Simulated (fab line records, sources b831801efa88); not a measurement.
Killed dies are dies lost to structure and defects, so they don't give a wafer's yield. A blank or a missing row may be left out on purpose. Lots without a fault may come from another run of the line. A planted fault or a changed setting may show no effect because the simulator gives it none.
Which tool did it? | flow gf180mcu | 14 lots, 40 wafers sampled, at 5 steps of a route of 602

WHAT THE GAUGES READ, wafer by wafer
GF_LVPWELL_OVL_MEAS_07. Usual: LVPWELL_OVL -0.8 nm, standard deviation 1.5.
lot  | measured    | on         | LVPWELL_OVL (nm) | flag
L186 | day 3 20:53 | overlay-01 | -1.2 -4.0 -1.1   |
L189 | day 4 13:52 | overlay-01 | 0.4 1.7 1.4      |
L191 | day 4 23:40 | overlay-01 | 0.6 -1.3 0.4     |
L193 | day 5 16:32 | overlay-01 | -2.0 -2.4 -1.1   |
L194 | day 5 20:34 | overlay-02 | -1.0 -3.1 -2.9   |
L196 | day 6 04:19 | overlay-01 | -2.7 -3.3 -1.3   |
L197 | day 6 11:23 | overlay-02 | 1.7 1.0 1.4      |
L198 | day 6 15:32 | overlay-02 | 0.0 -0.9 -0.4    |
L199 | day 6 21:32 | overlay-01 | -1.1 0.1 -0.2    |
L200 | day 7 02:34 | overlay-02 | -0.6 -0.7 -2.7   |
L201 | day 7 09:10 | overlay-01 | 1.1 1.1          |
L203 | day 7 19:53 | overlay-02 | 0.7 0.6          |
L204 | day 8 06:37 | overlay-02 | -1.7 -1.5 -4.3   |
L207 | day 9 02:40 | overlay-02 | 0.3 -0.4 1.3     |

GF_VT_IMPLANT_TW_MEAS_21. Usual: VT_IMPLANT_2_TW 1205, standard deviation 5.3.
lot  | measured     | on            | VT_IMPLANT_2_TW | flag
L186 | day 6 05:38  | film_metro-04 | 1214 1202 1210  |
L189 | day 7 01:01  | film_metro-04 | 1206 1211 1203  |
L191 | day 7 11:26  | film_metro-04 | 1207 1208 1205  |
L193 | day 8 07:49  | film_metro-02 | 1198 1200 1204  |
L194 | day 8 11:44  | film_metro-03 | 1201 1204 1209  |
L196 | day 8 21:45  | film_metro-02 | 1196 1203 1194  |
L197 | day 9 05:25  | film_metro-02 | 1207 1211 1201  |
L198 | day 9 10:18  | film_metro-02 | 1196 1208 1204  |
L199 | day 9 15:42  | film_metro-02 | 1209 1205 1208  |
L200 | day 9 23:50  | film_metro-03 | 1201 1205 1206  |
L201 | day 10 06:24 | film_metro-03 | 1117 1110       | OFF
L203 | day 10 19:18 | film_metro-04 | 1126 1208       | OFF
L204 | day 11 07:24 | film_metro-04 | 1210 1206 1209  |
L207 | day 12 04:01 | film_metro-02 | 1201 1205 1212  |

WHICH TOOL RAN EACH LOT (tool, then ch and the chambers of the sampled wafers, then the start)
lot  | GF_NWELL_STRIP_10                   | GF_LVPWELL_STRIP_10                 | GF_VT_IMPLANT_IMPLANT_19
L186 | plasma_asher-01 ch 0,1, day 3 08:33 | plasma_asher-02 ch 0,1, day 3 21:13 | implanter-03 ch 0, day 6 05:23
L189 | plasma_asher-03 ch 1, day 4 00:32   | plasma_asher-01 ch 0,1, day 4 14:12 | implanter-04 ch 0, day 7 00:47
L191 | plasma_asher-03 ch 0,1, day 4 09:41 | plasma_asher-02 ch 0,1, day 5 00:00 | implanter-02 ch 0, day 7 11:11
L193 | plasma_asher-03 ch 0,1, day 5 02:32 | plasma_asher-01 ch 0,1, day 5 16:52 | implanter-04 ch 0, day 8 07:35
L194 | plasma_asher-04 ch 0,1, day 5 06:24 | plasma_asher-01 ch 0,1, day 5 20:54 | implanter-04 ch 0, day 8 11:29
L196 | plasma_asher-01 ch 0,1, day 5 13:42 | plasma_asher-04 ch 0,1, day 6 04:39 | implanter-03 ch 0, day 8 21:30
L197 | plasma_asher-01 ch 0,1, day 5 20:35 | plasma_asher-04 ch 0,1, day 6 11:44 | implanter-04 ch 0, day 9 05:12
L198 | plasma_asher-04 ch 0,1, day 6 00:39 | plasma_asher-04 ch 0,1, day 6 15:52 | implanter-02 ch 0, day 9 10:03
L199 | plasma_asher-01 ch 0,1, day 6 06:36 | plasma_asher-02 ch 0,1, day 6 21:52 | implanter-03 ch 0, day 9 15:27
L200 | plasma_asher-03 ch 0,1, day 6 12:03 | plasma_asher-02 ch 0,1, day 7 02:54 | implanter-03 ch 0, day 9 23:36
L201 | plasma_asher-04 ch 0, day 6 17:54   | plasma_asher-02 ch 0, day 7 09:30   | implanter-03 ch 0, day 10 06:09
L203 | plasma_asher-04 ch 1, day 7 03:51   | plasma_asher-01 ch 0,1, day 7 20:13 | implanter-03 ch 0, day 10 19:03
L204 | plasma_asher-03 ch 0,1, day 7 14:17 | plasma_asher-04 ch 0,1, day 8 06:57 | implanter-02 ch 0, day 11 07:09
L207 | plasma_asher-04 ch 0,1, day 8 09:42 | plasma_asher-04 ch 0,1, day 9 03:00 | implanter-02 ch 0, day 12 03:46
- GF_NWELL_STRIP_10: strips in O2/N2.
- GF_LVPWELL_STRIP_10: strips in O2/N2.
- GF_VT_IMPLANT_IMPLANT_19

WHAT THE TOOLS THEMSELVES READ (means of the sampled wafers that have a number; where no wafer has one, the mark that the record gives instead)
GF_NWELL_STRIP_10. Usual: drypump_motor_current_A 5.74 A, standard deviation 0.19; heater_power_w 342 W, standard deviation 14; oes_product_au 0.722 a.u., standard deviation 0.0043; strip_time_to_endpoint_s 36.96 s, standard deviation 0.1.
lot  | tool            | drypump_motor_current_A (A) | heater_power_w (W) | oes_product_au (a.u.) | strip_time_to_endpoint_s (s) | flag
L186 | plasma_asher-01 | 5.85                        | 340                | 0.720                 | 36.85                        |
L189 | plasma_asher-03 | 5.60                        | 320                | 0.723                 | 36.77                        |
L191 | plasma_asher-03 | 5.69                        | 330                | 0.724                 | 36.95                        |
L193 | plasma_asher-03 | 5.69                        | 328                | 0.722                 | 37.04                        |
L194 | plasma_asher-04 | 5.79                        | 362                | 0.724                 | 36.94                        |
L196 | plasma_asher-01 | 5.87                        | 337                | 0.723                 | 37.10                        |
L197 | plasma_asher-01 | 5.87                        | 340                | 0.727                 | 36.92                        |
L198 | plasma_asher-04 | 5.62                        | 360                | 0.722                 | 36.84                        |
L199 | plasma_asher-01 | 5.73                        | 340                | 0.721                 | 36.90                        |
L200 | plasma_asher-03 | 5.75                        | 335                | 0.721                 | 36.90                        |
L201 | plasma_asher-04 | 5.96                        | 360                | 0.726                 | 36.95                        |
L203 | plasma_asher-04 | 5.48                        | 359                | 0.724                 | 36.98                        |
L204 | plasma_asher-03 | 5.78                        | 336                | 0.721                 | 37.00                        |
L207 | plasma_asher-04 | 5.64                        | 363                | 0.724                 | 36.98                        |

GF_LVPWELL_STRIP_10. Usual: drypump_motor_current_A 5.81 A, standard deviation 0.23; heater_power_w 350 W, standard deviation 16; oes_product_au 0.722 a.u., standard deviation 0.0047; strip_time_to_endpoint_s 37.02 s, standard deviation 0.11.
lot  | tool            | drypump_motor_current_A (A) | heater_power_w (W) | oes_product_au (a.u.) | strip_time_to_endpoint_s (s) | flag
L186 | plasma_asher-02 | 6.01                        | 355                | 0.725                 | 37.09                        |
L189 | plasma_asher-01 | 5.72                        | 338                | 0.719                 | 37.03                        |
L191 | plasma_asher-02 | 6.02                        | 355                | 0.729                 | 36.87                        |
L193 | plasma_asher-01 | 5.87                        | 331                | 0.721                 | 36.97                        |
L194 | plasma_asher-01 | 5.87                        | 341                | 0.721                 | 37.02                        |
L196 | plasma_asher-04 | 5.63                        | 369                | 0.722                 | 37.17                        |
L197 | plasma_asher-04 | 5.65                        | 361                | 0.721                 | 36.88                        |
L198 | plasma_asher-04 | 5.78                        | 360                | 0.722                 | 37.04                        |
L199 | plasma_asher-02 | 6.05                        | 355                | 0.718                 | 37.03                        |
L200 | plasma_asher-02 | 6.03                        | 356                | 0.719                 | 36.89                        |
L201 | plasma_asher-02 | 5.79                        | 328                | 0.726                 | 37.09                        |
L203 | plasma_asher-01 | 5.80                        | 336                | 0.723                 | 37.03                        |
L204 | plasma_asher-04 | 5.80                        | 357                | 0.717                 | 36.92                        |
L207 | plasma_asher-04 | 5.80                        | 359                | 0.721                 | 37.02                        |

GF_VT_IMPLANT_IMPLANT_19. Usual: beam_energy_keV 100.00, standard deviation 0.032; beam_on_s 9.99 s, standard deviation 0.19; faraday_current_uA 24.6, standard deviation 0.46; tilt_deg 7.002 degrees, standard deviation 0.019.
lot  | tool         | beam_energy_keV | beam_on_s (s) | faraday_current_uA | tilt_deg (degrees) | flag
L186 | implanter-03 | 99.94           | 9.77          | 25.1               | 6.990              |
L189 | implanter-04 | 100.01          | 10.17         | 24.1               | 7.012              |
L191 | implanter-02 | 100.02          | 9.86          | 24.9               | 6.999              |
L193 | implanter-04 | 99.99           | 10.01         | 24.5               | 7.029              |
L194 | implanter-04 | 100.04          | 10.02         | 24.4               | 7.006              |
L196 | implanter-03 | 100.03          | 10.03         | 24.5               | 6.970              |
L197 | implanter-04 | 100.00          | 10.06         | 24.4               | 6.998              |
L198 | implanter-02 | 100.02          | 9.88          | 24.8               | 7.016              |
L199 | implanter-03 | 99.99           | 9.79          | 25.0               | 7.004              |
L200 | implanter-03 | 100.00          | 9.91          | 24.8               | 6.996              |
L201 | implanter-03 | 100.02          | 8.04          | 30.5               | 7.005              | OFF
L203 | implanter-03 | 100.03          | 9.04          | 27.8               | 7.001              | OFF
L204 | implanter-02 | 99.98           | 9.98          | 24.5               | 7.003              |
L207 | implanter-02 | 100.04          | 10.04         | 24.5               | 7.012              |

THE ANSWER, worked out from the rows above alone
Rule: a lot is off if the mean of its wafers that have a number lies more than 3 standard deviations from the usual mean. A lot without any number at a reading at which 4 lots or more have one is off too. The other lots that the step has rows for count as sound. The gauges are gone through in route order, then the tools' own readings, and for those a lot's mean is taken as printed above. The first step at which some lot is off is used, and at that step the reading that is off furthest; a lot without a number counts as furthest.
Off: L201, L203, at GF_VT_IMPLANT_TW_MEAS_21 (VT_IMPLANT_2_TW).
A tool fits if, at a process step before that reading, it ran every lot that is off, and no sound lot after the first of them. The gauges at GF_VT_IMPLANT_TW_MEAS_21 aren't tried: what is off there is off at GF_VT_IMPLANT_IMPLANT_19 too, on other tools, and a gauge's error can't cause that. One fits: implanter-03 at GF_VT_IMPLANT_IMPLANT_19. Its last sound lot is L200 (day 9 23:36), its first lot that is off L201 (day 10 06:09): a fault that began between those two fits.
The tool's own readings at GF_VT_IMPLANT_IMPLANT_19 bear it out: on the lots that are off they differ by more than 5 times the standard deviation of the sound lots' means. beam_on_s reads 8.54 s there against 9.96 s on the sound lots; faraday_current_uA reads 29.1 there against 24.6 on the sound lots.

WHAT THE SIMULATOR HAD PUT IN
Process parameter drift: implanter-03, from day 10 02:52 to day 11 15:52, at GF_VT_IMPLANT_IMPLANT_19. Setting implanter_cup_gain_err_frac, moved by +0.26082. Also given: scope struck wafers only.
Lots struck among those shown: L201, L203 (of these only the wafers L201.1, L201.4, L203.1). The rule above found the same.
